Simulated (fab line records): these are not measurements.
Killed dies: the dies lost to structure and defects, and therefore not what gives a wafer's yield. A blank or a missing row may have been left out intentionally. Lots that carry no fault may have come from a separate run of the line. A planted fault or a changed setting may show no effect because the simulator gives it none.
fab line records	flow sky130
record lots=11	wafers=33	last-day=50
route steps=708 shown CAP2M@603 PASSIVATION@692 PAD_OPEN@707
lots untouched by any fault: they come from a run of this same line in which no faults occurred
start-h: start of the lot's first displayed wafer, in hours after the record's first day	wait-h: how many hours have passed since the lot's step before this one	" identical to the entry in the row above	L1.1+2: a single row standing in for several wafers	- value missing, or start not given	* or withheld: withheld	< > ~ a bound
route shown NAME@n: NAME is a module with steps in the file, n the number in the route of the first one	usual: the fault-free wafers' mean and standard deviation	same: alike in all rows	chamber/n: place in a boat	sites: readings site by site	_std_site: standard deviation across them	_edge_site: inner sites' mean taken away from outer sites' mean	radius-mm: for every site, how far away it sits from the centre of the wafer	mask NAME#n: copy n	behind: the tool/chamber that last shaped the wafer	hold: reason for holding the lot/hours on hold/outcome of the hold	device: the transistor (n, p or np) that didn't switch	end of line: tests run on the same wafers once the route is complete	step lacking rows: just its recipe	killed: count of dies lost to structure and defects at first sort (not the wafer's yield)	map: the dies of a wafer, with x for killed, . for not killed, _ for no die there
set.NAME: the setting as run; set.NAME@STEP: as run at that earlier step	model.NAME: the simulator's own value behind a step, which no gauge read
one table for each step of the route and one row for each wafer, over a sample of lots
services: a tool's chamber out of use, with start hour (start-h, from the record's first day; less than 0 if before it), hours out, and reason
## steps
# step SKY_CAP2M_CVD_00
# recipe material=SiO2	target-thk-nm=15.5	temp-c=400	time-s=withheld	rf-w=450
# usual heater-power-w=712/110
lot.wafer	tool	chamber	start-h	wait-h	heater-power-w
L830.1	pecvd-02	0	923.89	0.0	717
L830.4	"	1	"	"	674
L830.6	"	0	"	"	759
L833.1	pecvd-04	1	949.13	0.0	626
L833.4	"	0	"	"	797
L833.5	"	1	"	"	623
L834.1	pecvd-04	2	963.29	0.0	654
L834.2	"	0	"	"	763
L834.6	"	2	"	"	655
L836.1	pecvd-02	0	969.54	0.0	740
L836.5	"	1	"	"	622
L836.6	"	0	"	"	740
L837.1	pecvd-04	0	976.33	0.0	837
L837.3	"	2	"	"	664
L837.5	"	0	"	"	817
L838.1	pecvd-03	0	983.08	0.0	756
L838.4	"	0	"	"	768
L838.5	"	2	"	"	616
L846.4	pecvd-04	2	1039.43	0.0	631
L846.5	"	0	"	"	809
L846.6	"	2	"	"	635
L847.4	pecvd-03	1	1045.70	0.0	927
L847.5	"	2	"	"	565
L847.6	"	0	"	"	780
L850.1	pecvd-04	1	1061.64	0.0	519
L850.2	"	0	"	"	694
L850.5	"	1	"	"	523
L852.3	pecvd-02	1	1074.67	0.0	675
L852.4	"	0	"	"	708
L852.5	"	2	"	"	772
L853.2	pecvd-03	2	1081.36	0.0	646
L853.3	"	1	"	"	901
L853.6	"	2	"	"	657
# step SKY_CAP2M_THK_MEAS_01
# recipe reads=SiO2_of_CAP2M_CVD_00
# usual CAP2M_CVD_00_THK=15.64/0.23
lot.wafer	tool	chamber	start-h	wait-h	CAP2M_CVD_00_THK[nm]
L830.1	film-metro-01	-	923.91	-	15.33
L830.4	"	-	"	"	15.80
L830.6	"	-	"	"	15.81
L833.1	film-metro-01	-	949.15	-	15.79
L833.4	"	-	"	"	16.10
L833.5	"	-	"	"	15.97
L834.1	film-metro-03	-	963.36	-	15.39
L834.2	"	-	"	"	15.67
L834.6	"	-	"	"	15.70
L836.1	film-metro-02	-	969.56	-	15.63
L836.5	"	-	"	"	15.53
L836.6	"	-	"	"	15.84
L837.1	film-metro-02	-	976.35	-	15.89
L837.3	"	-	"	"	15.65
L837.5	"	-	"	"	16.00
L838.1	film-metro-01	-	983.10	-	15.46
L838.4	"	-	"	"	15.66
L838.5	"	-	"	"	15.75
L846.4	film-metro-01	-	1039.48	-	15.77
L846.5	"	-	"	"	16.09
L846.6	"	-	"	"	16.08
L847.4	film-metro-01	-	1045.74	-	15.99
L847.5	"	-	"	"	15.92
L847.6	"	-	"	"	16.08
L850.1	film-metro-01	-	1061.67	-	15.17
L850.2	"	-	"	"	15.51
L850.5	"	-	"	"	15.60
L852.3	film-metro-02	-	1074.71	-	15.67
L852.4	"	-	"	"	15.42
L852.5	"	-	"	"	15.54
L853.2	film-metro-02	-	1081.40	-	15.65
L853.3	"	-	"	"	15.65
L853.6	"	-	"	"	15.75
# step SKY_PASSIVATION_ETCH_11
# recipe chemistry=CF4/O2	target-depth-nm=725	stop-on=AlCu	source-w=800	bias-w=150	pressure-mtorr=150	cf4-flow-sccm=80	O2_flow_sccm=10	time-s=161.1
# usual cf4-flow-sccm=80.01/0.21	drypump-motor-current-A=5.8/0.44	oes-product-au=0.977/0.0079	run-length-s=189.5/0.43	throttle-valve-pct=5.965/0.011
lot.wafer	tool	chamber	start-h	wait-h	cf4-flow-sccm	drypump-motor-current-A	oes-product-au	rf-hours-counter-h	run-length-s	throttle-valve-pct
L830.1	rie-diel-04	2	1047.36	-	79.59	5.6	0.967	8	189.3	5.986
L830.4	"	1	"	"	80.01	5.6	0.979	24	189.3	5.967
L830.6	"	2	"	"	80.18	5.6	0.981	-	189.4	5.965
L833.1	rie-diel-01	3	1069.26	-	79.83	5.7	0.978	19	189.5	5.966
L833.4	"	1	"	"	79.76	6.2	0.991	15	189.7	5.978
L833.5	"	3	"	"	80.03	5.7	0.987	-	189.8	5.957
L834.1	rie-diel-04	1	1081.94	-	79.87	5.6	0.972	25	189.3	5.950
L834.2	"	2	"	"	80.29	5.5	0.970	9	189.8	5.964
L834.6	"	2	"	"	79.90	5.5	0.978	-	189.4	5.959
L836.1	rie-diel-04	3	1087.32	-	79.62	5.0	0.887	24	214.0	5.942
L836.5	"	3	"	"	79.76	5.1	0.912	-	213.9	5.952
L836.6	"	0	"	"	80.08	6.4	0.982	-	189.8	5.951
L837.1	rie-diel-04	0	1093.14	-	79.75	6.4	0.897	11	213.9	5.933
L837.3	"	2	"	"	79.89	5.6	0.976	10	189.9	5.954
L837.5	"	1	"	"	80.05	5.6	0.896	-	213.6	5.933
L838.1	rie-diel-04	3	1098.21	-	80.16	5.0	0.889	24	213.9	5.950
L838.4	"	0	"	"	80.23	6.3	0.976	11	189.7	5.951
L838.5	"	1	"	"	79.67	5.6	0.898	-	213.8	5.942
L846.4	rie-diel-02	0	1145.76	-	79.89	6.2	0.985	22	188.9	5.965
L846.5	"	2	"	"	80.15	5.2	0.985	-	189.0	5.963
L846.6	"	3	"	"	80.01	5.3	0.979	-	190.0	5.970
L847.4	rie-diel-02	2	1150.16	-	80.32	5.2	0.976	18	189.5	5.957
L847.5	"	0	"	"	79.44	6.3	0.984	-	188.6	5.973
L847.6	"	1	"	"	80.19	5.9	0.976	-	188.9	5.958
L850.1	rie-diel-02	0	1164.57	-	80.23	6.3	0.975	22	189.3	5.963
L850.2	"	1	"	"	80.22	5.9	0.982	21	188.6	5.960
L850.5	"	3	"	"	79.82	5.3	0.988	-	190.2	5.965
L852.3	rie-diel-01	0	1174.92	-	79.92	5.7	0.972	15	189.3	5.954
L852.4	"	1	"	"	79.91	6.2	0.969	18	189.4	5.968
L852.5	"	2	"	"	79.89	6.3	0.971	-	189.3	5.957
L853.2	rie-diel-02	3	1179.97	-	80.20	5.3	0.976	7	190.1	5.951
L853.3	"	0	"	"	79.98	6.3	0.967	23	189.0	5.974
L853.6	"	1	"	"	80.35	5.9	0.975	-	188.6	5.968
# step SKY_PASSIVATION_STRIP_12
# recipe chemistry=O2/N2	power-w=1400	pressure-mtorr=1500	platen-temp-c=withheld	overash-fraction=0.7	o2-flow-sccm=3000	n2-flow-sccm=300
# usual drypump-motor-current-A=5.6/0.45	oes-product-au=0.661/0.0046	strip-time-to-endpoint-s=31.56/0.15
lot.wafer	tool	chamber	start-h	wait-h	drypump-motor-current-A	oes-product-au	rf-hours-counter-h	strip-time-to-endpoint-s
L830.1	plasma-asher-01	0	1047.47	0.1	5.9	0.659	95	31.69
L830.4	"	1	"	"	5.9	0.657	-	31.69
L830.6	"	1	"	"	5.9	0.667	-	31.77
L833.1	plasma-asher-01	0	1069.37	0.1	5.9	0.662	98	31.30
L833.4	"	0	"	"	5.9	0.665	-	31.44
L833.5	"	1	"	"	5.9	0.656	-	31.40
L834.1	plasma-asher-01	1	1082.04	0.1	5.9	0.662	98	31.54
L834.2	"	0	"	"	5.9	0.667	98	31.64
L834.6	"	0	"	"	5.9	0.665	-	31.68
L836.1	plasma-asher-01	1	1087.43	0.1	5.9	0.657	99	30.83
L836.5	"	1	"	"	5.9	0.652	-	30.75
L836.6	"	0	"	"	5.9	0.662	-	31.50
L837.1	plasma-asher-04	1	1093.24	0.1	5.9	0.657	34	30.61
L837.3	"	1	"	"	5.9	0.668	-	31.79
L837.5	"	0	"	"	4.8	0.659	-	30.72
L838.1	plasma-asher-04	1	1098.32	0.1	5.9	0.659	35	30.90
L838.4	"	0	"	"	4.8	0.665	-	31.47
L838.5	"	0	"	"	4.8	0.660	-	30.86
L846.4	plasma-asher-02	1	1145.90	0.1	5.6	0.662	-	31.58
L846.5	"	0	"	"	6.0	0.659	-	31.69
L846.6	"	1	"	"	5.6	0.657	-	31.64
L847.4	plasma-asher-01	1	1150.30	0.1	5.9	0.663	-	31.72
L847.5	"	1	"	"	5.9	0.659	-	31.71
L847.6	"	0	"	"	5.9	0.653	-	31.51
L850.1	plasma-asher-02	0	1164.68	0.1	6.0	0.670	9	31.78
L850.2	"	1	"	"	5.6	0.654	9	31.56
L850.5	"	1	"	"	5.6	0.652	-	31.70
L852.3	plasma-asher-02	0	1175.06	0.1	6.0	0.665	-	31.58
L852.4	"	1	"	"	5.6	0.660	-	31.26
L852.5	"	0	"	"	6.0	0.658	-	31.45
L853.2	plasma-asher-02	1	1180.07	0.1	5.5	0.653	11	31.26
L853.3	"	1	"	"	5.5	0.653	-	31.43
L853.6	"	0	"	"	6.0	0.665	-	31.22
# step SKY_PAD_OPEN_BOW_MEAS_13
# recipe mode=bow
# usual PAD_OPEN_BOW=44/9
lot.wafer	tool	chamber	start-h	wait-h	PAD_OPEN_BOW[um]
L830.1	film-metro-03	-	1070.51	-	58
L830.4	"	-	"	"	58
L830.6	"	-	"	"	42
L833.1	film-metro-03	-	1092.03	-	36
L833.4	"	-	"	"	42
L833.5	"	-	"	"	47
L834.1	film-metro-03	-	1105.17	-	65
L834.2	"	-	"	"	61
L834.6	"	-	"	"	53
L836.1	film-metro-03	-	1109.91	-	42
L836.5	"	-	"	"	44
L836.6	"	-	"	"	30
L837.1	film-metro-01	-	1115.47	-	50
L837.3	"	-	"	"	40
L837.5	"	-	"	"	30
L838.1	film-metro-02	-	1123.52	-	52
L838.4	"	-	"	"	39
L838.5	"	-	"	"	43
L846.4	film-metro-02	-	1165.68	-	43
L846.5	"	-	"	"	59
L846.6	"	-	"	"	40
L847.4	film-metro-02	-	1169.79	-	46
L847.5	"	-	"	"	40
L847.6	"	-	"	"	37
L850.1	film-metro-01	-	1183.27	-	41
L850.2	"	-	"	"	11
L850.5	"	-	"	"	28
L852.3	film-metro-02	-	1193.10	-	41
L852.4	"	-	"	"	39
L852.5	"	-	"	"	46
L853.2	film-metro-01	-	1197.59	-	62
L853.3	"	-	"	"	48
L853.6	"	-	"	"	50
# step SKY_PAD_OPEN_PROBE_99
# usual defect-limited-yield=82.6/1.8	killed_at_M0_to_M3=43/6.4	killed_at_M4_up=2.8/1.7	killed-at-contacts=24/5.5	killed-at-front-end=15/4	killed-at-other=0.3/0.54	killed-dies=86/9.1	killed-on-rim=17/3.9	killed-open=47/6.6	killed-short=39/6.2	sort_bin_3_pad_short=0.9/0.45	sort_bin_5_function=10.4/1.4	sort_bin_6_memory=6.2/1.1	sort-n-pass=406/9.1	sort-yield-pct=82.6/1.8
# same gross-dies=492	killed-at-back-side=0	sort_bin_4_leakage[%]=0	sort_bin_8_speed[%]=0
lot.wafer	tool	chamber	start-h	wait-h	defect-limited-yield[%]	killed_at_M0_to_M3	killed_at_M4_up	killed-at-contacts	killed-at-front-end	killed-at-other	killed-dies	killed-on-rim	killed-open	killed-short	sort_bin_3_pad_short[%]	sort_bin_5_function[%]	sort_bin_6_memory[%]	sort-n-pass	sort-yield-pct[%]
L830.1	prober-01	-	1070.63	0.1	83.5	40	1	25	15	0	81	18	39	42	1.0	9.3	6.1	411	83.5
L830.4	prober-01	-	1070.78	0.2	83.5	31	1	26	22	1	81	16	47	34	0.4	11.8	4.3	411	83.5
L830.6	prober-01	-	1070.88	0.2	81.3	39	1	39	13	0	92	20	48	44	0.4	12.4	5.9	400	81.3
L833.1	prober-01	-	1092.15	0.1	81.3	43	1	29	19	0	92	12	44	48	0.8	11.4	6.5	400	81.3
L833.4	prober-01	-	1092.30	0.2	83.3	39	5	21	17	0	82	18	41	41	0.8	10.8	5.1	410	83.3
L833.5	prober-01	-	1092.35	0.2	82.5	37	4	31	14	0	86	16	50	36	0.4	10.2	6.9	406	82.5
L834.1	prober-02	-	1105.29	0.1	81.5	49	3	24	15	0	91	19	51	40	1.0	11.0	6.5	401	81.5
L834.2	prober-02	-	1105.34	0.1	85.4	36	5	17	13	1	72	15	40	32	1.4	8.3	4.9	420	85.4
L834.6	prober-02	-	1105.54	0.2	84.8	34	6	24	10	1	75	10	32	43	1.0	7.7	6.5	417	84.8
L836.1	prober-02	-	1110.03	0.1	85.4	45	3	19	4	1	72	16	33	39	0.2	10.0	4.5	420	85.4
L836.5	prober-02	-	1110.23	0.2	85.6	34	1	20	15	1	71	14	39	32	0.6	8.1	5.7	421	85.6
L836.6	prober-02	-	1110.28	0.2	78.7	40	3	41	21	0	105	25	60	45	1.4	14.2	5.7	387	78.7
L837.1	prober-01	-	1115.59	0.1	82.1	42	3	25	18	0	88	15	47	41	1.0	11.0	5.9	404	82.1
L837.3	prober-01	-	1115.69	0.2	84.1	44	1	19	13	1	78	18	39	39	0.2	9.6	6.1	414	84.1
L837.5	prober-01	-	1115.79	0.2	81.9	48	1	22	17	1	89	16	50	39	1.4	10.4	6.3	403	81.9
L838.1	prober-02	-	1123.64	0.1	83.7	32	4	26	18	0	80	17	39	41	1.0	9.8	5.5	412	83.7
L838.4	prober-02	-	1123.79	0.2	83.5	49	4	13	15	0	81	16	45	36	0.6	9.1	6.7	411	83.5
L838.5	prober-02	-	1123.84	0.2	83.1	51	2	17	13	0	83	10	46	37	0.2	11.2	5.5	409	83.1
L846.4	prober-02	-	1165.89	0.2	80.7	46	5	35	9	0	95	20	46	49	1.6	11.8	5.9	397	80.7
L846.5	prober-02	-	1165.94	0.2	79.5	59	6	24	12	0	101	19	56	45	2.0	11.4	7.1	391	79.5
L846.6	prober-02	-	1165.99	0.2	76.4	59	4	37	16	0	116	19	68	48	1.2	14.0	8.3	376	76.4
L847.4	prober-01	-	1170.00	0.2	79.9	45	2	25	26	1	99	23	55	44	1.6	12.6	5.9	393	79.9
L847.5	prober-01	-	1170.05	0.2	83.5	43	4	19	15	0	81	18	45	36	0.8	9.8	5.9	411	83.5
L847.6	prober-01	-	1170.10	0.2	83.5	38	2	27	13	1	81	13	40	41	1.0	11.0	4.5	411	83.5
L850.1	prober-02	-	1183.39	0.1	81.9	44	2	24	19	0	89	14	50	39	0.6	11.0	6.5	403	81.9
L850.2	prober-02	-	1183.44	0.1	81.5	44	4	27	15	1	91	21	42	49	1.6	10.4	6.5	401	81.5
L850.5	prober-02	-	1183.59	0.2	84.1	41	2	19	16	0	78	21	43	35	0.4	9.1	6.3	414	84.1
L852.3	prober-02	-	1193.28	0.2	81.3	47	2	28	15	0	92	18	53	39	1.2	11.2	6.3	400	81.3
L852.4	prober-02	-	1193.33	0.2	82.7	42	5	23	15	0	85	19	41	44	0.8	10.2	6.3	407	82.7
L852.5	prober-02	-	1193.38	0.2	83.9	44	2	18	15	0	79	12	49	30	0.6	9.1	6.3	413	83.9
L853.2	prober-01	-	1197.74	0.1	80.5	48	3	23	21	1	96	16	46	50	1.4	10.6	7.5	396	80.5
L853.3	prober-01	-	1197.79	0.2	83.5	45	2	15	19	0	81	15	47	34	0.6	10.2	5.7	411	83.5
L853.6	prober-01	-	1197.94	0.2	83.5	45	4	21	11	0	81	18	38	43	1.0	11.8	3.7	411	83.5
# killed by level:class
L830.1 CONTACT:geometric-particle:open=10 VIA2:geometric-particle:open=8 CONTACT:geometric-particle:short=7 FIELD_ISO:geometric-particle:short=5 VIA2:geometric-particle:short=5 METAL2:geometric-particle:short=4 LOCAL_INTERCONNECT:geometric-particle:short=4 METAL1:geometric-particle:short=4
L830.4 VIA1:geometric-particle:open=13 CONTACT:geometric-particle:open=12 CONTACT:geometric-particle:short=7 POLY_GATE:geometric-particle:open=6 POLY_GATE:geometric-particle:short=5 FIELD_ISO:geometric-particle:open=4 METAL3:geometric-particle:short=4 FIELD_ISO:geometric-particle:short=3
L830.6 CONTACT:geometric-particle:open=14 LI_CONTACT:geometric-particle:open=11 CONTACT:geometric-particle:short=10 VIA1:geometric-particle:open=10 FIELD_ISO:geometric-particle:short=7 METAL2:geometric-particle:short=7 VIA1:geometric-particle:short=6 VIA3:geometric-particle:open=4
L833.1 CONTACT:geometric-particle:open=11 VIA1:geometric-particle:open=11 LI_CONTACT:geometric-particle:open=9 FIELD_ISO:geometric-particle:short=8 VIA1:geometric-particle:short=7 METAL1:geometric-particle:short=6 METAL2:geometric-particle:short=5 LOCAL_INTERCONNECT:geometric-particle:short=4
L833.4 VIA1:geometric-particle:open=9 VIA3:geometric-particle:open=8 LI_CONTACT:geometric-particle:open=6 CONTACT:geometric-particle:short=5 METAL2:geometric-particle:short=5 FIELD_ISO:geometric-particle:open=4 POLY_GATE:geometric-particle:short=4 POLY_GATE:geometric-particle:open=4
L833.5 LI_CONTACT:geometric-particle:open=10 CONTACT:geometric-particle:open=10 VIA1:geometric-particle:open=10 VIA2:geometric-particle:open=5 METAL1:geometric-particle:short=5 VIA3:geometric-particle:open=5 FIELD_ISO:geometric-particle:short=4 POLY_GATE:geometric-particle:short=4
L834.1 VIA1:geometric-particle:open=10 VIA1:geometric-particle:short=9 VIA3:geometric-particle:open=9 LI_CONTACT:geometric-particle:open=8 CONTACT:geometric-particle:open=8 POLY_GATE:geometric-particle:short=5 VIA2:geometric-particle:open=5 LOCAL_INTERCONNECT:geometric-particle:short=4
L834.2 VIA1:geometric-particle:open=11 VIA3:geometric-particle:open=8 CONTACT:geometric-particle:open=7 METAL1:geometric-particle:short=7 CONTACT:geometric-particle:short=5 FIELD_ISO:geometric-particle:open=4 METAL4:geometric-particle:short=4 POLY_GATE:geometric-particle:short=3
L834.6 CONTACT:geometric-particle:open=7 METAL3:geometric-particle:short=6 LI_CONTACT:geometric-particle:open=5 METAL1:geometric-particle:short=5 VIA1:geometric-particle:short=5 VIA1:geometric-particle:open=5 METAL4:geometric-particle:short=5 VIA2:geometric-particle:open=4
L836.1 METAL1:geometric-particle:short=9 VIA1:geometric-particle:open=7 VIA3:geometric-particle:open=7 LI_CONTACT:geometric-particle:short=6 CONTACT:geometric-particle:open=6 METAL2:geometric-particle:short=5 METAL3:geometric-particle:short=5 LI_CONTACT:geometric-particle:open=4
L836.5 METAL1:geometric-particle:short=10 CONTACT:geometric-particle:open=8 VIA1:geometric-particle:open=8 LOCAL_INTERCONNECT:geometric-particle:short=7 VIA2:geometric-particle:open=7 FIELD_ISO:geometric-particle:open=4 FIELD_ISO:geometric-particle:short=4 POLY_GATE:geometric-particle:open=3
L836.6 CONTACT:geometric-particle:open=14 LI_CONTACT:geometric-particle:open=11 FIELD_ISO:geometric-particle:open=8 VIA1:geometric-particle:open=8 CONTACT:geometric-particle:short=7 METAL1:geometric-particle:short=7 VIA2:geometric-particle:open=7 METAL2:geometric-particle:short=5
L837.1 VIA1:geometric-particle:open=10 LI_CONTACT:geometric-particle:open=8 METAL1:geometric-particle:short=8 VIA1:geometric-particle:short=7 FIELD_ISO:geometric-particle:open=6 VIA3:geometric-particle:open=6 FIELD_ISO:geometric-particle:short=5 CONTACT:geometric-particle:short=5
L837.3 LI_CONTACT:geometric-particle:open=10 METAL1:geometric-particle:short=10 VIA1:geometric-particle:open=10 VIA3:geometric-particle:open=6 VIA1:geometric-particle:short=5 CONTACT:geometric-particle:short=4 METAL2:geometric-particle:short=4 POLY_GATE:geometric-particle:short=3
L837.5 VIA1:geometric-particle:open=14 VIA3:geometric-particle:open=9 LI_CONTACT:geometric-particle:open=8 VIA1:geometric-particle:short=6 POLY_GATE:geometric-particle:short=5 FIELD_ISO:geometric-particle:short=3 CONTACT:geometric-particle:short=3 LI_CONTACT:geometric-particle:short=3
L838.1 CONTACT:geometric-particle:open=11 LI_CONTACT:geometric-particle:open=7 VIA1:geometric-particle:open=7 VIA1:geometric-particle:short=6 POLY_GATE:geometric-particle:short=5 FIELD_ISO:geometric-particle:short=4 LOCAL_INTERCONNECT:geometric-particle:short=4 METAL2:geometric-particle:short=4
L838.4 VIA1:geometric-particle:open=14 VIA2:geometric-particle:open=7 VIA3:geometric-particle:open=6 LI_CONTACT:geometric-particle:open=6 METAL2:geometric-particle:short=6 FIELD_ISO:geometric-particle:short=5 FIELD_ISO:geometric-particle:open=5 VIA1:geometric-particle:short=5
L838.5 VIA1:geometric-particle:open=16 CONTACT:geometric-particle:open=9 METAL2:geometric-particle:short=6 VIA2:geometric-particle:open=5 FIELD_ISO:geometric-particle:open=4 POLY_GATE:geometric-particle:short=4 METAL1:geometric-particle:short=4 VIA1:geometric-particle:short=4
L846.4 LI_CONTACT:geometric-particle:open=11 CONTACT:geometric-particle:open=11 METAL2:geometric-particle:short=8 VIA3:geometric-particle:open=7 VIA1:geometric-particle:short=7 CONTACT:geometric-particle:short=6 METAL1:geometric-particle:short=6 VIA1:geometric-particle:open=6
L846.5 VIA1:geometric-particle:open=12 CONTACT:geometric-particle:open=10 VIA1:geometric-particle:short=9 VIA3:geometric-particle:open=8 VIA2:geometric-particle:open=8 CONTACT:geometric-particle:short=6 METAL1:geometric-particle:short=6 VIA2:geometric-particle:short=4
L846.6 CONTACT:geometric-particle:open=17 VIA1:geometric-particle:open=13 VIA2:geometric-particle:open=9 VIA3:geometric-particle:open=7 VIA3:geometric-particle:short=6 LOCAL_INTERCONNECT:geometric-particle:short=6 CONTACT:geometric-particle:short=6 METAL1:geometric-particle:short=5
L847.4 VIA3:geometric-particle:open=9 VIA2:geometric-particle:open=8 CONTACT:geometric-particle:short=8 CONTACT:geometric-particle:open=7 METAL2:geometric-particle:short=6 POLY_GATE:geometric-particle:open=6 VIA1:geometric-particle:short=6 LI_CONTACT:geometric-particle:open=6
L847.5 VIA3:geometric-particle:open=9 VIA1:geometric-particle:open=7 VIA2:geometric-particle:open=6 POLY_GATE:geometric-particle:open=5 LI_CONTACT:geometric-particle:open=5 METAL2:geometric-particle:short=5 CONTACT:geometric-particle:open=4 METAL1:geometric-particle:short=4
L847.6 VIA1:geometric-particle:open=13 CONTACT:geometric-particle:open=10 CONTACT:geometric-particle:short=8 METAL3:geometric-particle:short=5 VIA2:geometric-particle:open=4 LI_CONTACT:geometric-particle:open=4 LOCAL_INTERCONNECT:geometric-particle:short=4 VIA1:geometric-particle:short=4
L850.1 CONTACT:geometric-particle:open=11 VIA1:geometric-particle:open=8 FIELD_ISO:geometric-particle:short=7 LI_CONTACT:geometric-particle:open=7 FIELD_ISO:geometric-particle:open=6 VIA2:geometric-particle:open=6 VIA1:geometric-particle:short=6 VIA2:geometric-particle:short=6
L850.2 VIA1:geometric-particle:short=8 VIA1:geometric-particle:open=8 VIA2:geometric-particle:open=7 LI_CONTACT:geometric-particle:open=7 CONTACT:geometric-particle:open=7 FIELD_ISO:geometric-particle:short=5 LOCAL_INTERCONNECT:geometric-particle:short=5 VIA2:geometric-particle:short=4
L850.5 VIA2:geometric-particle:open=8 LI_CONTACT:geometric-particle:open=7 METAL1:geometric-particle:short=7 CONTACT:geometric-particle:open=6 VIA1:geometric-particle:open=6 POLY_GATE:geometric-particle:open=4 METAL2:geometric-particle:short=4 VIA3:geometric-particle:open=4
L852.3 VIA1:geometric-particle:open=14 CONTACT:geometric-particle:open=10 CONTACT:geometric-particle:short=8 METAL3:geometric-particle:short=6 FIELD_ISO:geometric-particle:short=5 LI_CONTACT:geometric-particle:open=5 VIA2:geometric-particle:open=5 FIELD_ISO:geometric-particle:open=4
L852.4 VIA1:geometric-particle:open=11 CONTACT:geometric-particle:open=10 VIA3:geometric-particle:open=7 METAL1:geometric-particle:short=5 CONTACT:geometric-particle:short=5 METAL3:geometric-particle:short=5 METAL4:geometric-particle:short=5 FIELD_ISO:geometric-particle:open=4
L852.5 VIA1:geometric-particle:open=12 CONTACT:geometric-particle:open=9 VIA3:geometric-particle:open=7 METAL2:geometric-particle:short=6 FIELD_ISO:geometric-particle:open=5 POLY_GATE:geometric-particle:open=5 VIA1:geometric-particle:short=5 VIA3:geometric-particle:short=4
L853.2 VIA1:geometric-particle:open=11 METAL2:geometric-particle:short=10 LI_CONTACT:geometric-particle:open=8 CONTACT:geometric-particle:open=7 FIELD_ISO:geometric-particle:short=6 FIELD_ISO:geometric-particle:open=5 POLY_GATE:geometric-particle:short=5 LOCAL_INTERCONNECT:geometric-particle:short=5
L853.3 VIA1:geometric-particle:open=9 VIA3:geometric-particle:open=9 POLY_GATE:geometric-particle:open=6 POLY_GATE:geometric-particle:short=6 VIA2:geometric-particle:open=6 LI_CONTACT:geometric-particle:open=4 METAL1:geometric-particle:short=4 VIA1:geometric-particle:short=4
L853.6 CONTACT:geometric-particle:open=11 VIA1:geometric-particle:open=10 METAL2:geometric-particle:short=6 VIA3:geometric-particle:open=5 METAL4:geometric-particle:short=4 POLY_GATE:geometric-particle:short=4 VIA2:geometric-particle:short=4 METAL3:geometric-particle:short=4
## services
tool	chamber	start-h	hours	kind
rie-diel-04	-	902.22	1.0	repair
pecvd-04	-	917.97	1.9	repair
pecvd-02	-	937.42	0.5	repair
rie-diel-04	3	940.13	7.7	repair
rie-diel-02	1	943.55	3.6	repair
pecvd-03	-	972.89	2.8	pm
rie-diel-04	2	978.62	5.9	repair
rie-diel-02	1	980.99	6.6	repair
rie-diel-02	2	982.55	4.3	repair
pecvd-04	1	1013.78	6.3	repair
pecvd-04	-	1037.23	1.4	repair
plasma-asher-02	-	1055.25	9.0	pm
plasma-asher-01	-	1073.37	6.3	repair
rie-diel-02	-	1076.84	2.8	pm
plasma-asher-02	-	1096.15	5.8	repair
plasma-asher-01	-	1104.59	0.6	repair
rie-diel-04	2	1117.73	9.7	repair
rie-diel-02	3	1120.14	1.6	repair
pecvd-04	0	1121.35	3.4	repair
plasma-asher-02	-	1132.86	1.5	repair
pecvd-04	2	1133.55	4.1	repair
pecvd-04	-	1141.57	14.6	pm
plasma-asher-01	-	1158.23	22.3	repair
plasma-asher-01	-	1169.71	3.2	repair
## key
first-sign step=SKY_PASSIVATION_ETCH_11	reading=run-length-s	direction=up	sigmas=56	usual=*	struck=*
effect step=SKY_PASSIVATION_ETCH_11	reading=oes-product-au	direction=down	sigmas=10	usual=0.977	struck=0.897
effect step=SKY_PASSIVATION_STRIP_12	reading=strip-time-to-endpoint-s	direction=down	sigmas=5.3	usual=*	struck=*
met-at SKY_PASSIVATION_ETCH_11
struck-lots L836,L837,L838
struck-wafers L836.1,L836.5,L837.1,L837.5,L838.1,L838.5
not-acting-at SKY_CAP2M_CVD_00,SKY_CAP2M_THK_MEAS_01,SKY_PAD_OPEN_BOW_MEAS_13
onset-between 1081.94 1087.32
fault kind=process-parameter-drift	tool=rie-diel-04	chamber=-	onset-h=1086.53	steps=SKY_PASSIVATION_ETCH_11	channel=time-s	offset=*	shape=step	end-h=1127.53	scope=struck-wafers-only	acts-in=*	stated=*
